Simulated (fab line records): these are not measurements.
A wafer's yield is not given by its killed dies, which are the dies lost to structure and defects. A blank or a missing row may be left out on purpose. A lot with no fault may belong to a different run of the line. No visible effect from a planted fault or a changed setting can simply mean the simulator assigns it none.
Problem report, 8D (eight disciplines) form, completed by code    flow sky130    the parts of the form that need people (team, actions taken, sign-off) are left out

1. WHAT IS WRONG
NWELL_RS at SKY_NWELL_RS_MEAS_29 reads a mean of 609.6 ohm/sq on 6 wafers of 2 lots; wafers without a fault read 624.4 ohm/sq with a standard deviation of 1.2. That puts it -12 standard deviations away from the usual mean.
The step: measures by four-point-probe.
The first sign was on wafer L426.1 at day 10 02:04, on film metro-04. At this step, 36 wafers from 12 lots have a number in the record. The rule behind "out" and "out of limits": a value lying over 4 standard deviations away from the usual mean. All remaining wafers that have a number are taken as sound.

2. WHAT THIS IS AND IS NOT
question                     is                            is not
which readings at this step  NWELL_RS                      -
which lots                   L426, L429                    L411, L414, L415, L416, L419, L420, L422, L428, L430, L431
which wafers of those lots   all that have a number        -
read on which gauges         film metro-03, film metro-04  film metro-02
when                         from day 10 02:04             up to then (21 sound wafers); but 9 sound wafers of L428, L430, L431 came after

3. SUSPECTS, AND WHAT RULES EACH OUT
Counting: any tool at a process step up to the reading is kept as a suspect provided that every lot that is out went through it and no sound lot did after the first of them.
- ruled out: the gauge at SKY_NWELL_RS_MEAS_29. Those wafers that are out were read across 2 gauges (film metro-03, film metro-04).
- implanter-03 at SKY_NWELL_IMPLANT_11: kept. Every lot that is out went through it, starting with L426 (day 9 01:34), and after that it ran no sound lot; the last sound lot it ran before then is L419 (day 7 02:31). Out on those wafers are its own readings of dose ions cm2.
Left after counting: implanter-03 at SKY_NWELL_IMPLANT_11.

4. THE CAUSE (what the simulator had put in)
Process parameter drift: implanter-03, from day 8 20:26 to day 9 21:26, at SKY_NWELL_IMPLANT_11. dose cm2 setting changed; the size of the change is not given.
This tool alone remained once counting was done.

5. THE EFFECT CHAIN, in route order
One row per reading whose mean, taken over the struck wafers that have a number, lies over 3 standard deviations from the usual. Scope: only readings with a usual standard deviation given in the record; hours: median across lots of the time from each lot's start at the first step in this table that gives one to its start at this step; sigmas: change in usual standard deviations.
hours  step                  reading        usual         on struck wafers  change       sigmas
0      SKY_NWELL_IMPLANT_11  dose ions cm2  1.8996e+13    1.9870e+13        +8.7383e+11  +46
24     SKY_NWELL_RS_MEAS_29  NWELL_RS       624.4 ohm/sq  609.6             -14.8        -12
The process steps in it:
- SKY_NWELL_IMPLANT_11
At these later measuring or inspecting steps, every struck wafer for which the step has a row has a number for every such reading, and none has moved that far: SKY_LI_CONTACT_BOW_MEAS_03.

6. WHAT WOULD HAVE CAUGHT IT SOONER
In this record the first reading out of limits at a measuring or inspecting step was taken at day 10 02:04, 30 hours after the fault began at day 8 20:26.
At SKY_NWELL_IMPLANT_11, the tool's own readings (dose ions cm2) were out on each struck wafer the step has a row for, so an alarm limit on them would have fired on the first such wafer.
All the lots that are out (2) had begun SKY_NWELL_IMPLANT_11 on implanter-03 by day 10 02:04. None of them would have been spared by holding the tool at that moment.
